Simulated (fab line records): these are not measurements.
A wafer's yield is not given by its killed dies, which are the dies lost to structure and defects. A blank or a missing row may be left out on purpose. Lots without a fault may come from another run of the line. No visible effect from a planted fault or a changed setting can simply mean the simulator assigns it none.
fab line records	flow sky130
record lots=7	wafers=19	lastDay=49
route steps=708 shown VIA3@587 METAL4@598 PAD_OPEN@708
lots with no fault: from the same line, run without faults
startH: hours from the record's first day to the start of the lot's first wafer shown	waitH: hours elapsed since this lot's preceding step	" same as the row above	L1.1+2: one row covering several wafers at once	- value missing, or start not given	* or withheld: withheld	< > ~ a bound
route shown NAME@n: names a module that has steps shown in the file, with the first one's number in the route	usual: mean and standard deviation over wafers with no fault	same: alike in all rows	chamber/n: place in a boat	sites: the reading at each site	_std_site: how widely they spread, as a standard deviation	_edge_site: mean of outer sites minus mean of inner sites	radiusMm: how far each site lies from the wafer's centre	mask NAME#n: copy n	behind: the last tool/chamber to shape the wafer	hold: why the lot was held/for how many hours/how that ended	device: names the non-switching transistor (n, p or np)	end of line: the tests these same wafers got at the end of their route	where a step has no rows: the recipe by itself	killed: not the wafer's yield, but the dies lost to structure and defects at the first sort	map: the dies of a wafer, with x for killed, . for not killed, _ for no die there
set.NAME: the setting the step ran with; set.NAME@STEP: the setting that earlier step ran with	model.NAME: the simulator's own value behind a step, which no gauge read
certain route steps with their lots: each step a table, each wafer a row
services: when a tool's chamber went out of use (startH, in hours from the record's first day, below 0 if earlier), for how many hours, and the reason
## steps
# step SKY_VIA3_ETCH_14
# recipe chemistry=N2/H2	target=BARC	ionEnergyEv=200	sourceW=500	biasW=100	pressureMtorr=30	n2FlowSccm=100	h2FlowSccm=200	stopOn=SiO2	timeS=45.9	targetDepthA=600
# usual chamberPressureMTorr=30.002/0.024	drypumpMotorCurrentA=5.7/0.48	oesProductAu=0.854/0.0046	throttleValvePct=13.224/0.0094
lot.wafer	tool	chamber	startH	waitH	chamberPressureMTorr	drypumpMotorCurrentA	oesProductAu	rfHoursCounterH	throttleValvePct
L952.3	rieDiel-01	1	929.14	0.0	30.019	5.9	0.853	9	13.223
L952.4	"	0	"	"	30.019	4.9	0.854	5	13.213
L952.6	"	1	"	"	30.030	5.9	0.852	-	13.221
L957.1	rieDiel-03	3	964.97	0.0	30.008	6.1	0.859	13	13.231
L957.3	"	2	"	"	29.964	5.8	0.854	17	13.227
L957.4	"	1	"	"	29.992	5.6	0.851	17	13.220
L963.1	rieDiel-01	1	1015.39	0.0	29.988	5.9	0.853	12	13.236
L963.2	"	0	"	"	29.986	4.9	0.853	7	13.218
L963.6	"	1	"	"	30.010	5.9	0.853	-	13.213
L964.3	rieDiel-03	2	1018.32	0.0	29.969	5.8	0.855	19	13.217
L964.6	"	1	"	"	29.966	5.6	0.854	-	13.235
L966.3	rieDiel-03	0	1031.52	0.0	30.069	5.0	0.860	4	13.230
L966.5	"	2	"	"	30.012	5.8	0.852	-	13.235
L967.3	rieDiel-03	2	1036.74	0.0	30.030	5.8	0.848	19	13.239
L967.4	"	2	"	"	30.012	5.8	0.855	-	13.213
L967.6	"	0	"	"	29.986	5.0	0.852	-	13.215
L970.3	rieDiel-02	2	1052.42	0.0	30.021	5.2	0.857	14	13.229
L970.4	"	1	"	"	30.004	5.7	0.868	15	13.222
L970.5	"	3	"	"	30.044	5.9	0.852	-	13.214
# step SKY_VIA3_ETCH_15
# recipe target=SiO2	chemistry=C4F8/O2/Ar	targetDepthNm=507	stopOn=TiN	maskMaterial=KrF-thick	sourceW=1500	biasW=1200	pressureMtorr=40	c4f8FlowSccm=withheld	O2_flow_sccm=6	Ar_flow_sccm=300	timeS=78
# usual chamberPressureMTorr=40.00/0.036	oesProductAu=0.946/0.0049
lot.wafer	tool	chamber	startH	waitH	chamberPressureMTorr	oesProductAu	rfHoursCounterH
L952.3	rieDiel-01	1	929.18	0.0	40.04	0.946	9
L952.4	"	0	"	"	39.98	0.944	5
L952.6	"	1	"	"	40.03	0.946	-
L957.1	rieDiel-03	3	965.01	0.0	39.95	0.950	13
L957.3	"	2	"	"	40.03	0.945	17
L957.4	"	1	"	"	40.07	0.953	17
L963.1	rieDiel-01	1	1015.43	0.0	40.00	0.947	12
L963.2	"	0	"	"	39.99	0.947	8
L963.6	"	1	"	"	40.00	0.948	-
L964.3	rieDiel-03	2	1018.36	0.0	40.02	0.939	19
L964.6	"	1	"	"	39.97	0.942	-
L966.3	rieDiel-03	0	1031.56	0.0	39.94	0.950	4
L966.5	"	2	"	"	40.03	0.940	-
L967.3	rieDiel-03	2	1036.78	0.0	40.04	0.945	19
L967.4	"	2	"	"	40.08	0.944	-
L967.6	"	0	"	"	39.97	0.949	-
L970.3	rieDiel-02	2	1052.46	0.0	39.99	0.950	14
L970.4	"	1	"	"	40.09	0.946	15
L970.5	"	3	"	"	40.05	0.943	-
# step SKY_VIA3_STRIP_16
# recipe chemistry=O2/N2	powerW=1400	pressureMtorr=1500	platenTempC=withheld	o2FlowSccm=3000	n2FlowSccm=300	overashFraction=0.5
# usual chamberPressureMTorr=1500.1/1.2	drypumpMotorCurrentA=5.7/0.36	oesProductAu=0.401/0.0048	stripTimeToEndpointS=4.126/0.024
lot.wafer	tool	chamber	startH	waitH	chamberPressureMTorr	drypumpMotorCurrentA	oesProductAu	rfHoursCounterH	stripTimeToEndpointS
L952.3	plasmaAsher-01	0	929.28	0.1	1498.0	5.1	0.397	-	4.147
L952.4	"	1	"	"	1498.9	5.5	0.403	-	4.132
L952.6	"	0	"	"	1500.8	5.1	0.405	-	4.157
L957.1	plasmaAsher-01	1	965.07	0.0	1500.9	5.4	0.397	22	4.141
L957.3	"	0	"	"	1498.7	5.1	0.411	-	4.153
L957.4	"	1	"	"	1499.8	5.4	0.396	-	4.084
L963.1	plasmaAsher-02	0	1015.49	0.0	1500.4	5.7	0.399	118	4.155
L963.2	"	1	"	"	1499.8	5.8	0.404	118	4.113
L963.6	"	1	"	"	1498.9	5.8	0.400	-	4.108
L964.3	plasmaAsher-04	1	1018.45	0.1	1499.8	6.2	0.410	-	4.171
L964.6	"	0	"	"	1501.6	5.8	0.394	-	4.115
L966.3	plasmaAsher-02	1	1031.66	0.1	1500.9	5.8	0.399	-	4.102
L966.5	"	1	"	"	1502.5	5.8	0.406	-	4.151
L967.3	plasmaAsher-04	0	1036.88	0.1	1501.1	5.8	0.401	-	4.164
L967.4	"	1	"	"	1500.0	6.3	0.400	-	4.175
L967.6	"	0	"	"	1500.6	5.8	0.390	-	4.115
L970.3	plasmaAsher-01	1	1052.56	0.1	1498.9	5.4	0.393	-	4.098
L970.4	"	0	"	"	1498.9	5.1	0.396	-	4.096
L970.5	"	0	"	"	1499.9	5.1	0.405	-	4.140
# step SKY_VIA3_STRIP_17
# recipe chemistry=postEtchResidueRemover	timeS=1200	tempC=72.5
# step SKY_VIA3_CLEAN_18
# recipe chemistry=IPA	timeS=180	tempC=25
# step SKY_VIA3_CLEAN_19
# recipe chemistry=O3/DIW	dry=n2Spin
# step SKY_VIA3_SPUTTER_20
# recipe material=TiN	targetThkNm=20	chamberPressurePa=5	powerW=4000	timeS=80
# step SKY_VIA3_CVD_21
# recipe material=W	targetThkNm=390	timeS=117.31	tempC=400	pressureTorr=40
# usual heaterPowerW=878/88
lot.wafer	tool	chamber	startH	waitH	heaterPowerW
L952.3	cvdW-01	1	929.94	0.1	791
L952.4	"	0	"	"	804
L952.6	"	0	"	"	802
L957.1	cvdW-02	1	965.72	0.0	877
L957.3	"	0	"	"	1012
L957.4	"	1	"	"	863
L963.1	cvdW-01	0	1016.26	0.1	810
L963.2	"	1	"	"	807
L963.6	"	0	"	"	818
L964.3	cvdW-01	0	1019.14	0.1	800
L964.6	"	1	"	"	783
L966.3	cvdW-02	1	1032.32	0.1	912
L966.5	"	1	"	"	861
L967.3	cvdW-01	0	1037.55	0.1	812
L967.4	"	1	"	"	805
L967.6	"	1	"	"	801
L970.3	cvdW-01	0	1053.22	0.1	805
L970.4	"	1	"	"	795
L970.5	"	1	"	"	780
# step SKY_VIA3_RS_MEAS_22
# recipe thkMeasGauge=four-point-probe	reads=W_of_VIA3_CVD_21+TiN_of_VIA3_SPUTTER_20
# usual VIA3_W_RS=0.2923/0.0027
lot.wafer	tool	chamber	startH	waitH	VIA3_W_RS[ohm/sq]
L952.3	filmMetro-02	-	930.06	0.1	0.2946
L952.4	"	-	"	"	0.2968
L952.6	"	-	"	"	0.2977
L957.1	filmMetro-02	-	965.84	0.1	0.2893
L957.3	"	-	"	"	0.2907
L957.4	"	-	"	"	0.2881
L963.1	filmMetro-04	-	1016.38	0.1	0.2931
L963.2	"	-	"	"	0.2948
L963.6	"	-	"	"	0.3003
L964.3	filmMetro-02	-	1019.26	0.1	0.2940
L964.6	"	-	"	"	0.2938
L966.3	filmMetro-04	-	1032.45	0.1	0.2900
L966.5	"	-	"	"	0.2914
L967.3	filmMetro-04	-	1037.67	0.1	0.2926
L967.4	"	-	"	"	0.2936
L967.6	"	-	"	"	0.2936
L970.3	filmMetro-04	-	1053.34	0.1	0.2928
L970.4	"	-	"	"	0.2917
L970.5	"	-	"	"	0.2957
# step SKY_VIA3_THK_MEAS_23
# recipe thkMeasGauge=xrf	reads=W_of_VIA3_CVD_21
# usual VIA3_W_THK=388/4.6
lot.wafer	tool	chamber	startH	waitH	VIA3_W_THK[nm]
L952.3	filmMetro-02	-	930.16	0.1	378
L952.4	"	-	"	"	376
L952.6	"	-	"	"	374
L957.1	filmMetro-02	-	965.96	0.1	392
L957.3	"	-	"	"	390
L957.4	"	-	"	"	392
L963.1	filmMetro-04	-	1016.50	0.1	391
L963.2	"	-	"	"	392
L963.6	"	-	"	"	382
L964.3	filmMetro-02	-	1019.36	0.1	387
L964.6	"	-	"	"	384
L966.3	filmMetro-04	-	1032.55	0.1	391
L966.5	"	-	"	"	388
L967.3	filmMetro-04	-	1037.77	0.1	387
L967.4	"	-	"	"	388
L967.6	"	-	"	"	388
L970.3	filmMetro-04	-	1053.44	0.1	389
L970.4	"	-	"	"	389
L970.5	"	-	"	"	386
# step SKY_VIA3_CMP_24
# recipe stopOn=SiO2	tOverpolishS=20	downForcePsi=3.5	platenRpm=60	targetThkNm=0	padVelocityMS=0.94248
# step SKY_METAL4_SPUTTER_00
# recipe material=Ti	targetThkNm=15	powerW=3000	timeS=10	chamberPressurePa=0.4
# usual throttleValvePct=29.6/0.97
lot.wafer	tool	chamber	startH	waitH	throttleValvePct
L952.3	pvdSputter-03	-	930.50	0.2	30.1
L952.4	"	-	"	"	31.2
L952.6	"	-	"	"	30.5
L957.1	pvdSputter-01	-	966.32	0.1	29.2
L957.3	"	-	"	"	29.0
L957.4	"	-	"	"	28.3
L963.1	pvdSputter-01	-	1016.94	0.1	28.6
L963.2	"	-	"	"	29.5
L963.6	"	-	"	"	29.5
L964.3	pvdSputter-01	-	1019.70	0.1	28.5
L964.6	"	-	"	"	28.7
L966.3	pvdSputter-01	-	1032.89	0.1	29.3
L966.5	"	-	"	"	29.8
L967.3	pvdSputter-04	-	1038.11	0.2	29.7
L967.4	"	-	"	"	29.6
L967.6	"	-	"	"	27.8
L970.3	pvdSputter-03	-	1053.78	0.1	31.1
L970.4	"	-	"	"	29.9
L970.5	"	-	"	"	31.5
# step SKY_METAL4_SPUTTER_01
# recipe material=TiN	targetThkNm=20	powerW=6500	timeS=16.7	chamberPressurePa=0.4
# usual throttleValvePct=29.6/0.98
lot.wafer	tool	chamber	startH	waitH	throttleValvePct	model.TiN_of_METAL4_SPUTTER_01.thkNm
L952.3	pvdSputter-03	-	930.52	0.0	30.3	20
L952.4	"	-	"	"	31.2	20.11
L952.6	"	-	"	"	30.2	20.05
L957.1	pvdSputter-01	-	966.35	0.0	29.7	20.12
L957.3	"	-	"	"	29.0	19.89
L957.4	"	-	"	"	28.3	19.62
L963.1	pvdSputter-01	-	1016.97	0.0	28.3	19.77
L963.2	"	-	"	"	29.5	19.97
L963.6	"	-	"	"	29.4	28.86
L964.3	pvdSputter-01	-	1019.73	0.0	28.5	19.71
L964.6	"	-	"	"	28.4	28.69
L966.3	pvdSputter-01	-	1032.91	0.0	29.3	19.5
L966.5	"	-	"	"	29.6	28.82
L967.3	pvdSputter-04	-	1038.13	0.0	29.2	19.8
L967.4	"	-	"	"	30.1	19.98
L967.6	"	-	"	"	27.4	19.98
L970.3	pvdSputter-03	-	1053.80	0.0	31.3	20.07
L970.4	"	-	"	"	30.2	20.36
L970.5	"	-	"	"	31.3	20.16
# step SKY_METAL4_SPUTTER_02
# recipe material=AlCu	targetThkNm=735	powerW=10600	timeS=39.1	chamberPressurePa=0.4
# step SKY_PAD_OPEN_PROBE_99
# usual defectLimitedYield=82.4/2	killed_at_M0_to_M3=44/6.5	killed_at_M4_up=3.3/1.7	killedAtContacts=25/5.3	killedAtFrontEnd=15/5	killedAtOther=0.2/0.47	killedDies=87/9.9	killedOpen=47/8	killedShort=39/6.1	sort_bin_3_pad_short=0.9/0.43	sort_bin_5_function=10.4/1.5	sort_bin_6_memory=6.2/1.2	sortNPass=405/9.9	sortYieldPct=82.4/2
# same grossDies=492	killedAtBackSide=0	sort_bin_4_leakage[%]=0	sort_bin_8_speed[%]=0
lot.wafer	tool	chamber	startH	waitH	defectLimitedYield[%]	killed_at_M0_to_M3	killed_at_M4_up	killedAtContacts	killedAtFrontEnd	killedAtOther	killedDies	killedOpen	killedShort	sort_bin_3_pad_short[%]	sort_bin_5_function[%]	sort_bin_6_memory[%]	sortNPass	sortYieldPct[%]
L952.3	prober-01	-	1075.49	0.2	83.3	42	4	25	11	0	82	51	31	0.6	10.0	6.1	410	83.3
L952.4	prober-01	-	1075.54	0.2	83.7	43	3	25	9	0	80	38	42	1.4	10.4	4.5	412	83.7
L952.6	prober-01	-	1075.64	0.2	80.1	49	3	20	26	0	98	55	43	1.2	10.4	8.3	394	80.1
L957.1	prober-02	-	1105.78	0.1	82.3	44	4	22	17	0	87	45	42	1.0	10.6	6.1	405	82.3
L957.3	prober-02	-	1105.88	0.2	80.7	46	3	27	18	1	95	52	43	0.2	12.6	6.5	397	80.7
L957.4	prober-02	-	1105.93	0.2	79.1	56	5	19	23	0	103	57	46	1.4	13.4	6.1	389	79.1
L967.3	prober-02	-	1165.04	0.2	80.7	41	5	31	18	0	95	61	34	1.4	11.6	6.3	397	80.7
L967.4	prober-02	-	1165.09	0.2	80.9	48	3	26	17	0	94	50	44	1.0	9.1	8.9	398	80.9
L967.6	prober-02	-	1165.19	0.2	80.9	44	3	27	20	0	94	44	50	0.8	10.0	8.3	398	80.9
# killed by level:class
L952.3 VIA1:geometricParticle:open=12 LI_CONTACT:geometricParticle:open=10 CONTACT:geometricParticle:open=10 VIA1:geometricParticle:short=8 VIA3:geometricParticle:open=6 VIA2:geometricParticle:open=5 METAL3:geometricParticle:short=5 FIELD_ISO:geometricParticle:open=3
L952.4 VIA1:geometricParticle:open=11 CONTACT:geometricParticle:open=9 METAL2:geometricParticle:short=8 VIA1:geometricParticle:short=7 LOCAL_INTERCONNECT:geometricParticle:short=6 VIA3:geometricParticle:open=5 FIELD_ISO:geometricParticle:open=4 LI_CONTACT:geometricParticle:short=4
L952.6 VIA2:geometricParticle:open=12 FIELD_ISO:geometricParticle:short=9 METAL2:geometricParticle:short=9 CONTACT:geometricParticle:open=8 VIA3:geometricParticle:open=7 POLY_GATE:geometricParticle:short=6 VIA1:geometricParticle:open=6 FIELD_ISO:geometricParticle:open=5
L957.1 VIA1:geometricParticle:open=10 CONTACT:geometricParticle:open=7 VIA3:geometricParticle:open=7 VIA2:geometricParticle:open=6 POLY_GATE:geometricParticle:short=5 LI_CONTACT:geometricParticle:open=5 METAL2:geometricParticle:short=5 POLY_GATE:geometricParticle:open=4
L957.3 VIA1:geometricParticle:open=16 LOCAL_INTERCONNECT:geometricParticle:short=8 CONTACT:geometricParticle:open=8 VIA3:geometricParticle:open=8 POLY_GATE:geometricParticle:open=5 VIA1:geometricParticle:short=5 METAL2:geometricParticle:short=5 METAL3:geometricParticle:short=5
L957.4 VIA1:geometricParticle:open=20 CONTACT:geometricParticle:open=9 POLY_GATE:geometricParticle:short=6 VIA3:geometricParticle:open=6 VIA1:geometricParticle:short=6 VIA2:geometricParticle:open=6 FIELD_ISO:geometricParticle:short=5 VIA2:geometricParticle:short=5
L967.3 VIA1:geometricParticle:open=15 CONTACT:geometricParticle:open=10 LI_CONTACT:geometricParticle:open=8 CONTACT:geometricParticle:short=8 FIELD_ISO:geometricParticle:open=6 VIA2:geometricParticle:open=6 FIELD_ISO:geometricParticle:short=4 METAL1:geometricParticle:short=4
L967.4 VIA1:geometricParticle:open=10 VIA3:geometricParticle:open=9 METAL2:geometricParticle:short=7 LI_CONTACT:geometricParticle:open=7 CONTACT:geometricParticle:open=7 FIELD_ISO:geometricParticle:short=6 FIELD_ISO:geometricParticle:open=6 CONTACT:geometricParticle:short=6
L967.6 CONTACT:geometricParticle:open=10 FIELD_ISO:geometricParticle:short=7 VIA3:geometricParticle:open=7 METAL2:geometricParticle:short=7 VIA1:geometricParticle:short=7 VIA1:geometricParticle:open=7 LOCAL_INTERCONNECT:geometricParticle:short=6 FIELD_ISO:geometricParticle:open=5
## services
tool	chamber	startH	hours	kind
rieDiel-03	2	907.64	9.7	repair
cvdW-02	1	909.11	4.3	repair
rieDiel-01	1	917.03	2.5	repair
cvdW-01	0	918.00	-	clean
cvdW-01	1	918.00	-	clean
rieDiel-02	2	939.54	6.5	repair
rieDiel-02	2	970.29	10.5	repair
pvdSputter-04	-	979.53	5.0	repair
rieDiel-01	2	979.89	3.0	repair
rieDiel-02	0	986.08	10.7	repair
pvdSputter-04	-	988.26	1.0	repair
cvdW-01	-	1001.37	1.9	repair
cvdW-01	-	1002.64	0.4	repair
rieDiel-02	0	1009.67	21.2	repair
cvdW-02	1	1011.19	3.4	repair
rieDiel-02	2	1012.58	4.7	repair
cvdW-02	-	1015.51	0.9	repair
rieDiel-03	-	1022.76	0.2	repair
rieDiel-01	1	1025.76	5.8	repair
cvdW-01	-	1027.61	6.0	pm
rieDiel-03	1	1035.06	9.0	repair
cvdW-01	-	1037.99	1.5	repair
cvdW-02	-	1040.62	4.3	pm
pvdSputter-01	-	1042.28	5.3	repair
## key
firstSign none at tools or gauges
modelEffect step=SKY_METAL4_SPUTTER_01	value=TiN_of_METAL4_SPUTTER_01.thkNm	without=19.77	struck=28.79
metAt SKY_METAL4_SPUTTER_01
struckWafers L963.6,L964.6,L966.5
onsetBetween 966.35 1016.97
fault kind=processParameterDrift	tool=pvdSputter-01	chamber=-	onsetH=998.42	steps=SKY_METAL4_SPUTTER_01	channel=targetThkNm	offset=9.0181	shape=step	endH=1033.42	scope=struckWafersOnly	actsIn=theseRecipesOnly	stated=20
